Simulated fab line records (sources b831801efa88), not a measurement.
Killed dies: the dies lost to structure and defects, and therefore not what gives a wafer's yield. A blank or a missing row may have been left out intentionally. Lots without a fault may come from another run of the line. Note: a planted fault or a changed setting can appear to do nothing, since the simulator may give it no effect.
A lot that was struck, set against a sound lot / flow sky130 / 17 out of 708 route steps
Sound: wafers L463.1, L463.4, L463.6. Struck: wafer L466.6 (L466.1, L466.5, from the same lot, were not struck and are left out); the cause is given at the end.
Per side, at each step with rows, come the tool, then ch with its chambers, and then its first start. Under that, the readings that differ: sound wafers / struck wafers / difference of the means / sigmas: that difference in standard deviations of wafers without a fault.
alike: same words and numbers on both sides, and readings whose means sit less than 2 such deviations apart. not compared: any withheld reading, any reading some wafer has no value for, any bound like >300 that may hide the same value, and any number with overlapping values for which the record gives no deviation.
The two part at a step that has a row with sigmas, a row that says differs or no value, or rows on one side only. Non-overlapping numbers with no deviation appear without sigmas and do not part them. A reading that every wafer of one side lacks parts them only if that side has two wafers or more.

first, 5 steps without rows for these wafers: SKY_VIA4_COAT_06 (resist thk 1140 nm); SKY_VIA4_SOFTBAKE_07 (time 60 s); SKY_VIA4_EXPOSE_08 (exposes mask VIM4, target cd 800 nm); SKY_VIA4_PEB_09; SKY_VIA4_DEVELOP_10 (develop time 60 s).
SKY_VIA4_OVL_MEAS_11:
  sound on overlay-01, day 45 06:43; struck on overlay-02, day 46 07:37
  alike: VIA4_OVL
SKY_VIA4_ETCH_12: etches SiO2 in C4F8/O2/Ar, stops on TiN, target depth 580 nm.
  sound on rie-diel-02 ch 1,3, day 45 06:45; struck on rie-diel-01 ch 0, day 46 07:40
  alike: chamber-pressure-mTorr, oes-product-au
SKY_VIA4_STRIP_13: strips in O2/N2.
  sound on plasma-asher-04 ch 1, day 45 06:49; struck on plasma-asher-04 ch 1, day 46 07:44
  alike: chamber-pressure-mTorr, drypump-motor-current-A, oes-product-au, strip-time-to-endpoint-s
  not compared: rf-hours-counter-h
then, 3 steps without rows for these wafers: SKY_VIA4_STRIP_14 (strips in post etch residue remover, time 1200 s); SKY_VIA4_CLEAN_15 (cleans in IPA, time 180 s); SKY_VIA4_CLEAN_16 (cleans in O3/DIW).
SKY_VIA4_SPUTTER_17: material TiN, target thk 20 nm, time 80 s.
  sound on pvd-sputter-03, day 45 07:27; struck on pvd-sputter-03, day 46 08:22
  alike: throttle-valve-pct
SKY_VIA4_CVD_18: deposits W, target thk 505 nm, time 152.14 s.
  sound on cvd-w-02 ch 0,1, day 45 07:31; struck on cvd-w-02 ch 0, day 46 08:26
reading=susceptor-temp-C (C); sound=400.39 400.19 400.40; struck=393.49; difference=-6.84; sigmas=-31
reading=model.W_of_VIA4_CVD_18.thk-nm (nm); sound=512 506 516.2; struck=441.2; difference=-70.2; sigmas=
  alike: heater-power-w
SKY_VIA4_RS_MEAS_19: a four-point-probe measurement.
  sound on film-metro-01, day 45 07:40; struck on film-metro-02, day 46 08:35
reading=VIA4_W_RS (ohm/sq); sound=0.2239 0.2260 0.2221; struck=0.2597; difference=+0.0357; sigmas=+13
SKY_VIA4_THK_MEAS_20: measures by xrf.
  sound on film-metro-01, day 45 07:47; struck on film-metro-02, day 46 08:42
reading=VIA4_W_THK (nm); sound=523 514 527; struck=441; difference=-80; sigmas=-11
SKY_VIA4_CMP_21: polishes, stops on SiO2, t overpolish 25 s, target thk 0 nm.
  sound on cmp-02 ch 0,1, day 45 07:50; struck on cmp-02 ch 1, day 46 08:49
reading=time-to-endpoint-s (s); sound=135 126 131; struck=110; difference=-21; sigmas=-4
  alike: motor-current-A
SKY_METAL5_SPUTTER_00: material Ti, target thk 15 nm, time 10 s.
  sound on pvd-sputter-02, day 45 08:08; struck on pvd-sputter-03, day 46 09:04
  alike: throttle-valve-pct

== WHERE THEY PART ==
First at SKY_VIA4_CVD_18; last, within this record, at SKY_VIA4_CMP_21. Later steps at which nothing parts them and some readings are alike: SKY_METAL5_SPUTTER_00.

WHY: whatever the simulator had introduced
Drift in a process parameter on cvd-w-02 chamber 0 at SKY_VIA4_CVD_18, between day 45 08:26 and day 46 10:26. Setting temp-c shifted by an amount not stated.
